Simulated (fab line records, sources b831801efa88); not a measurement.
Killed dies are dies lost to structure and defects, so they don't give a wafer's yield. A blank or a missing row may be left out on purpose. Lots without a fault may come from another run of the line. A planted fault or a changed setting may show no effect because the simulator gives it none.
fab line records | flow gf180mcu
record lots=15 wafers=45 last_day=34
route steps=602 shown STI@26 MVSD@76 VT_IMPLANT@97
lots that met no fault: from a run of the same line without faults
start_h: hours from the record's first day to the start of the lot's first wafer shown | wait_h: hours since the lot's step before | " the same as in the row above | L1.1+2: a row that stands for several wafers | - no value, or no start given | * or withheld: withheld | < > ~ a bound
route shown NAME@n: a module of which the file shows steps, and the number in the route of the first | usual: mean/standard deviation of fault-free wafers | same: alike in all rows | chamber/n: place in a boat | sites: the reading at each site | _std_site: their standard deviation | _edge_site: outer sites' mean less inner sites' | radius_mm: how far each site lies from the wafer's centre | mask NAME#n: copy n | behind: the tool/chamber that last shaped the wafer | hold: why the lot was held/for how many hours/how that ended | device: the transistor (n, p or np) that didn't switch | end of line: the same wafers' tests at the end of the route | a step without rows: its recipe alone | killed: dies lost to structure and defects at the first sort, not the wafer's yield | map: a wafer's dies, x killed, . not, _ none there
set.NAME: the setting as run; set.NAME@STEP: as run at that earlier step | model.NAME: the simulator's own value behind a step, which no gauge read
steps of the route over a sample of lots; a table a step, a row a wafer
services: from which hour (start_h, from the record's first day; less than 0 if before it) a tool's chamber was out of use, for how many hours, and why
## steps
# step GF_STI_CMP_25
# recipe stop_on=Si3N4 t_overpolish_s=33 down_force_psi=4 platen_rpm=60 target_thk_nm=524.6 pad_velocity_m_s=0.94248
# usual motor_current_A=11.4/0.71 overpolish_run_s=32.999/0.0087 time_to_endpoint_s=121/5.1
# columns lot.wafer tool chamber start_h wait_h motor_current_A overpolish_run_s time_to_endpoint_s
L255.1 cmp-02 2 28.51 0.1 10.6 32.997 120
L255.4 " 0 " " 11.1 32.993 128
L255.3 " 1 " " 11.4 32.994 125
L256.1 cmp-02 0 33.62 0.1 10.8 32.993 130
L256.3 " 2 " " 11.0 32.991 118
L256.5 " 0 " " 10.6 32.988 126
L258.1 cmp-02 0 44.09 0.1 10.8 33.004 126
L258.5 " 0 " " 10.3 32.990 126
L258.6 " 1 " " 11.3 33.000 128
L260.4 cmp-01 2 52.89 0.1 11.0 33.001 118
L260.2 " 3 " " 11.5 32.983 116
L260.3 " 0 " " 12.4 33.000 125
L263.2 cmp-02 2 69.70 0.0 11.4 33.003 120
L263.3 " 1 " " 11.7 33.003 122
L263.6 " 2 " " 11.1 33.005 117
L266.1 cmp-01 2 84.30 0.1 11.4 32.997 123
L266.6 " 1 " " 11.7 33.002 120
L266.5 " 2 " " 10.9 33.011 125
L269.1 cmp-01 0 99.79 0.1 13.4 32.994 130
L269.4 " 2 " " 10.8 33.012 123
L269.6 " 3 " " 11.9 32.993 120
L270.4 cmp-02 1 105.17 0.2 11.2 32.999 119
L270.6 " 2 " " 11.5 33.007 116
L270.5 " 3 " " 11.2 32.993 123
L271.1 cmp-01 1 110.16 0.2 11.5 33.005 116
L271.5 " 2 " " 12.0 33.003 122
L271.6 " 3 " " 11.6 32.987 120
L272.1 cmp-02 0 114.74 0.1 10.7 33.000 117
L272.2 " 2 " " 11.4 33.000 113
L272.5 " 3 " " 11.4 32.999 121
L273.1 cmp-02 3 121.57 0.1 10.8 33.012 120
L273.2 " 0 " " 10.2 32.991 118
L273.4 " 1 " " 11.4 33.001 119
L274.3 cmp-01 3 126.30 0.0 11.6 33.007 115
L274.4 " 0 " " 12.7 32.985 122
L274.5 " 0 " " 12.7 32.995 119
L275.3 cmp-02 2 130.95 0.1 11.4 32.999 116
L275.4 " 0 " " 10.4 32.993 117
L275.5 " 1 " " 11.5 33.006 114
L276.2 cmp-01 3 136.09 0.0 12.2 32.997 117
L276.4 " 1 " " 11.6 32.992 118
L276.6 " 0 " " 12.7 32.994 124
L277.1 cmp-01 2 141.62 0.1 11.4 33.013 116
L277.2 " 0 " " 13.3 33.011 124
L277.6 " 1 " " 11.6 32.988 111
# step GF_MVSD_STRIP_10
# recipe chemistry=O2/N2 power_w=1400 pressure_mtorr=1500 platen_temp_c=250 o2_flow_sccm=3000 n2_flow_sccm=300 overash_fraction=0.5
# usual drypump_motor_current_A=5.4/0.5 heater_power_w=312/26 oes_product_au=0.722/0.0049 strip_time_to_endpoint_s=37.00/0.13
# columns lot.wafer tool chamber start_h wait_h drypump_motor_current_A heater_power_w oes_product_au rf_hours_counter_h strip_time_to_endpoint_s
L255.1 plasma_asher-02 1 83.31 0.1 5.4 312 0.719 44 36.78
L255.3 " 1 " " 5.4 304 0.724 - 36.82
L255.4 " 0 " " 5.6 252 0.715 - 36.85
L256.1 plasma_asher-01 0 88.24 0.1 6.6 300 0.723 43 37.01
L256.3 " 0 " " 6.6 303 0.720 - 37.11
L256.5 " 0 " " 6.6 308 0.724 - 37.04
L258.1 plasma_asher-02 0 101.12 0.1 5.7 251 0.719 46 37.00
L258.5 " 0 " " 5.7 251 0.722 - 36.96
L258.6 " 1 " " 5.3 291 0.723 - 36.97
L260.2 plasma_asher-04 1 111.04 0.1 5.1 308 0.726 43 37.07
L260.3 " 1 " " 5.1 309 0.720 - 37.03
L260.4 " 0 " " 4.9 332 0.719 - 37.01
L263.2 plasma_asher-01 0 130.54 0.1 6.6 306 0.722 47 36.74
L263.3 " 1 " " 5.2 326 0.720 - 36.76
L263.6 " 1 " " 5.2 333 0.720 - 36.64
L266.1 plasma_asher-04 1 147.31 0.1 5.1 309 0.726 46 37.13
L266.5 " 1 " " 5.1 319 0.720 - 37.25
L266.6 " 0 " " 5.0 332 0.729 - 37.26
L269.1 plasma_asher-02 1 165.26 0.1 5.3 310 0.728 5 37.07
L269.4 " 1 " " 5.3 306 0.721 - 37.05
L269.6 " 0 " " 5.6 269 0.719 - 36.99
L270.4 plasma_asher-01 0 170.30 0.1 6.6 305 0.725 - 37.13
L270.5 " 1 " " 5.3 346 0.734 - 37.07
L270.6 " 0 " " 6.6 312 0.722 - 37.17
L271.1 plasma_asher-01 1 176.47 0.1 5.2 331 0.723 52 36.83
L271.5 " 0 " " 6.6 306 0.727 - 36.85
L271.6 " 1 " " 5.3 336 0.725 - 36.94
L272.1 plasma_asher-02 0 181.24 0.1 5.6 268 0.722 7 37.01
L272.2 " 1 " " 5.3 308 0.728 7 37.03
L272.5 " 1 " " 5.3 313 0.724 - 36.99
L273.1 plasma_asher-04 1 188.37 0.1 5.1 322 0.725 50 36.90
L273.2 " 0 " " 4.9 343 0.715 50 36.88
L273.4 " 0 " " 4.9 334 0.722 - 36.93
L274.3 plasma_asher-04 1 193.60 0.1 5.1 310 0.731 - 37.03
L274.4 " 0 " " 4.9 344 0.726 - 37.00
L274.5 " 0 " " 5.0 334 0.725 - 37.09
L275.3 plasma_asher-02 1 198.35 0.1 5.3 310 0.726 - 36.99
L275.4 " 0 " " 5.7 258 0.725 - 37.07
L275.5 " 1 " " 5.3 316 0.726 - 37.02
L276.2 plasma_asher-02 0 203.24 0.1 5.7 267 0.723 9 37.09
L276.4 " 1 " " 5.3 308 0.710 - 36.96
L276.6 " 1 " " 5.3 309 0.716 - 37.13
L277.1 plasma_asher-04 0 210.61 0.1 4.9 338 0.717 53 37.06
L277.2 " 1 " " 5.1 306 0.727 53 37.09
L277.6 " 0 " " 5.0 341 0.736 - 37.09
# step GF_VT_IMPLANT_OVL_MEAS_07
# usual VT_IMPLANT_OVL=1.1/1.9
# columns lot.wafer tool chamber start_h wait_h VT_IMPLANT_OVL[nm]
L255.1 overlay-01 - 111.84 0.1 1.5
L255.3 " - " " 2.9
L255.4 " - " " 2.6
L256.1 overlay-01 - 117.29 0.1 0.2
L256.3 " - " " 1.7
L256.5 " - " " 1.0
L258.1 overlay-02 - 130.69 0.1 0.8
L258.5 " - " " -1.4
L258.6 " - " " 0.7
L260.2 overlay-01 - 141.95 0.1 3.4
L260.3 " - " " 0.6
L260.4 " - " " 2.3
L263.2 overlay-01 - 161.95 0.1 2.5
L263.3 " - " " 3.6
L263.6 " - " " 2.5
L266.1 overlay-01 - 179.97 0.1 0.1
L266.5 " - " " -0.2
L266.6 " - " " -2.4
L269.1 overlay-02 - 198.77 0.1 1.6
L269.4 " - " " 1.9
L269.6 " - " " 1.5
L270.4 overlay-02 - 203.51 0.1 -0.8
L270.5 " - " " -0.8
L270.6 " - " " -1.3
L271.1 overlay-02 - 209.18 0.1 4.6
L271.5 " - " " 3.7
L271.6 " - " " 4.7
L272.1 overlay-01 - 214.49 0.1 1.7
L272.2 " - " " 3.1
L272.5 " - " " -0.8
L273.1 overlay-01 - 221.98 0.1 2.3
L273.2 " - " " 2.5
L273.4 " - " " 3.5
L274.3 overlay-02 - 228.94 0.1 -2.7
L274.4 " - " " -2.1
L274.5 " - " " -0.7
L275.3 overlay-01 - 233.53 0.1 1.2
L275.4 " - " " 2.0
L275.5 " - " " 2.5
L276.2 overlay-02 - 239.10 0.1 0.5
L276.4 " - " " 1.1
L276.6 " - " " 0.1
L277.1 overlay-02 - 245.98 0.1 2.4
L277.2 " - " " 1.7
L277.6 " - " " 1.9
# step GF_VT_IMPLANT_DEVELOP_17
# recipe develop_time_s=60 dev_temp_c=23
# usual chill_plate_temp_C=23.01/0.1 develop_time_s=60/0
# columns lot.wafer tool chamber start_h wait_h chill_plate_temp_C develop_time_s
L255.1 litho_track-02 0 126.52 0.1 22.97 60
L255.3 " 0 " " 22.87 60
L255.4 " 0 " " 23.01 60
L256.1 litho_track-03 0 132.08 0.1 22.96 60
L256.3 " 0 " " 23.13 60
L256.5 " 0 " " 23.10 60
L258.1 litho_track-04 0 146.29 0.1 22.96 60
L258.5 " 0 " " 23.15 60
L258.6 " 0 " " 22.98 60
L260.2 litho_track-02 0 157.80 0.1 22.97 60
L260.3 " 0 " " 23.00 60
L260.4 " 0 " " 22.95 60
L263.2 litho_track-04 0 178.27 0.1 22.98 60
L263.3 " 0 " " 23.00 60
L263.6 " 0 " " 23.13 60
L266.1 litho_track-04 0 196.54 0.1 23.05 60
L266.5 " 0 " " 23.19 60
L266.6 " 0 " " 23.05 60
L269.1 litho_track-04 - 215.94 0.1 - -
L269.4 " - " " - -
L269.6 " - " " - -
L270.4 litho_track-02 - 221.10 0.1 - -
L270.5 " - " " - -
L270.6 " - " " - -
L271.1 litho_track-03 - 226.43 0.1 - -
L271.5 " - " " - -
L271.6 " - " " - -
L272.1 litho_track-02 0 231.97 0.1 23.20 60
L272.2 " 0 " " 23.14 60
L272.5 " 0 " " 23.07 60
L273.1 litho_track-02 0 240.47 0.1 23.11 60
L273.2 " 0 " " 23.07 60
L273.4 " 0 " " 23.01 60
L274.3 litho_track-03 0 247.38 0.1 22.92 60
L274.4 " 0 " " 22.70 60
L274.5 " 0 " " 23.00 60
L275.3 litho_track-03 0 251.43 0.1 22.79 60
L275.4 " 0 " " 22.84 60
L275.5 " 0 " " 22.88 60
L276.2 litho_track-03 0 257.15 0.1 22.93 60
L276.4 " 0 " " 23.07 60
L276.6 " 0 " " 22.89 60
L277.1 litho_track-04 0 263.94 0.1 22.92 60
L277.2 " 0 " " 22.97 60
L277.6 " 0 " " 22.95 60
## services
# columns tool chamber start_h hours kind
cmp-01 - 26.65 0.5 repair
cmp-01 - 33.33 2.5 repair
cmp-01 - 35.79 4.4 pm
cmp-02 - 64.14 4.0 pm
plasma_asher-04 - 64.14 1.1 repair
cmp-02 - 68.14 - consumable_replace:conditioner
cmp-02 - 68.14 - consumable_replace:pad
plasma_asher-02 - 108.75 9.0 pm
cmp-01 - 108.91 0.8 repair
cmp-02 - 154.59 0.4 repair
cmp-02 - 155.91 0.8 repair
cmp-01 - 161.21 0.4 repair
cmp-02 - 167.74 12.0 pm
cmp-02 - 182.57 3.1 repair
cmp-01 - 184.28 2.4 repair
cmp-02 - 212.01 3.5 pm
cmp-02 - 215.80 2.4 repair
plasma_asher-04 - 218.41 13.6 repair
cmp-01 - 232.00 4.0 pm
cmp-02 - 232.68 2.2 repair
cmp-02 - 234.85 2.1 repair
cmp-01 - 236.00 - consumable_replace:conditioner
cmp-01 - 246.27 11.7 pm
cmp-01 - 258.73 1.4 repair
## key
first_sign step=GF_VT_IMPLANT_DEVELOP_17 reading=tool_record direction=missing
effect none on later readings
met_at GF_VT_IMPLANT_DEVELOP_17
struck_lots L269,L270,L271
later_rows_left_out L269.1,L269.4,L269.6,L270.4,L270.5,L270.6,L271.1,L271.5,L271.6
sort_left_out L269.1,L269.4,L269.6,L270.4,L270.5,L270.6,L271.1,L271.5,L271.6
tester_left_out L269,L270,L271
not_acting_at GF_STI_CMP_25,GF_MVSD_STRIP_10,GF_VT_IMPLANT_OVL_MEAS_07
onset_between 196.54 215.94
fault kind=skipped_step_whole tool=litho_track-02,litho_track-03,litho_track-04 chamber=- onset_h=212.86 steps=GF_VT_IMPLANT_DEVELOP_17 scope=struck_lots_only
# tester_left_out: of these lots the tester's yield and bins aren't shown, on N5 and GAA mostly nor the transistor test; their killed dies are dies lost to structure and defects alone, not to doping, threshold or leakage, so they don't give the yield
# sort_left_out: the simulated sort isn't trusted on such a fault, so these wafers' sort isn't shown, and their yield isn't known
# later_rows_left_out: the simulator's readings of these wafers behind a module that went badly wrong aren't trusted and aren't shown, but for the sort
